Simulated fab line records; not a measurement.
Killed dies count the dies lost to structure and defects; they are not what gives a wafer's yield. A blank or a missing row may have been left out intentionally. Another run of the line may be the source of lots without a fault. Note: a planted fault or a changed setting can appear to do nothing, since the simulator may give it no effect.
A lot that was struck, set against a sound lot + flow sky130 + 16 out of 708 route steps
Sound: these wafers, L409.1, L409.2, L409.3. Struck: wafers L398.5, L398.6. The cause is named last.
For every step that has rows: the tool of each side, followed by ch and its chambers, followed by its first start. Under that, the readings that differ: sound wafers + struck wafers + difference of the means + sigmas: that difference in standard deviations of wafers without a fault.
alike: readings whose means differ by less than 2 such deviations, and words and numbers that are the same on both sides. not compared: withheld readings, readings that some wafer has no value for, bounds like >300 that may hide the same value, and numbers for which the record gives no deviation and whose values overlap.
The two part at a step that has a row with sigmas, a row that says differs or no value, or rows on one side only. Non-overlapping numbers with no deviation appear without sigmas and do not part them. Lack of a reading on every wafer of one side parts them only where that side has two or more wafers.

SKY_NWELL_OVL_MEAS_10:
  sound: overlay-01 at day 9 17:12; struck: overlay-02 at day 7 06:05
  alike: NWELL_00_OVL
then, 3 steps without rows for these wafers: SKY_NWELL_IMPLANT_11; SKY_NWELL_IMPLANT_12; SKY_NWELL_IMPLANT_13.
SKY_NWELL_STRIP_14: strips in O2/N2.
  sound on plasma_asher-04 ch 0,1, day 9 17:41; struck on plasma_asher-04 ch 0,1, day 7 06:37
  alike: drypump_motor_current_A, n2_flow_sccm, oes_product_au, strip_time_to_endpoint_s
  not compared: rf_hours_counter_h
SKY_NWELL_TW_MEAS_15:
  sound: film_metro-01 at day 9 17:47; struck: film_metro-01 at day 7 06:41
  alike: NWELL_TW
then, 6 steps without rows for these wafers: SKY_NWELL_DEHYDRATE_16 (time 60 s); SKY_NWELL_HMDS_17 (prime time 60 s); SKY_NWELL_COAT_18 (resist thk 3000 nm); SKY_NWELL_SOFTBAKE_19; SKY_NWELL_EXPOSE_20 (exposes mask NWM COMPLEMENT, target cd 840 nm); SKY_NWELL_PEB_21.
SKY_NWELL_DEVELOP_22: develop time 60 s.
  sound on litho_track-04 ch 0, day 10 16:00; struck on litho_track-04 ch 0, day 8 01:00
  alike: developer_temp_C, exhaust_pa
SKY_NWELL_OVL_MEAS_23:
  sound: overlay-02 at day 10 17:08; struck: overlay-01 at day 8 01:22
| reading           | sound        | struck | difference                    | sigmas |
|-------------------|--------------|--------|-------------------------------|--------|
| NWELL_01_OVL (nm) | 2.2 -1.4 2.1 | - -    | no value on the struck wafers |        |
next, for these wafers, 1 step has no rows: SKY_NWELL_IMPLANT_24.
-- the record jumps here: 42 days lie between the struck wafers' starts before and after (it left off in module NWELL and takes up again in module PAD_OPEN, whose first step shown is number 708 of the route) --
SKY_PAD_OPEN_PROBE_99:
  sound: prober-01 at day 51 23:50; struck: prober-01 at day 49 23:17
| reading             | sound    | struck                                            | difference                   | sigmas      |
|---------------------|----------|---------------------------------------------------|------------------------------|-------------|
| hold                | - - -    | await_dispo/8.2h/release await_dispo/8.2h/release | no value on the sound wafers |             |
| killed_at_front_end | 13 18 16 | 426 421                                           | +408                         | +99 or more |
| killed_dies         | 89 80 92 | 492 492                                           | +405                         | +49         |
| killed_on_rim       | 22 13 23 | 96 96                                             | +77                          | +21         |
  alike: killed_at_M0_to_M3, killed_at_M4_up, killed_at_contacts, killed_at_other, killed_open, killed_short

== WHERE THEY PART ==
Earliest at SKY_NWELL_OVL_MEAS_23; latest, in this record, at SKY_PAD_OPEN_PROBE_99.

WHY: what the simulator had put in
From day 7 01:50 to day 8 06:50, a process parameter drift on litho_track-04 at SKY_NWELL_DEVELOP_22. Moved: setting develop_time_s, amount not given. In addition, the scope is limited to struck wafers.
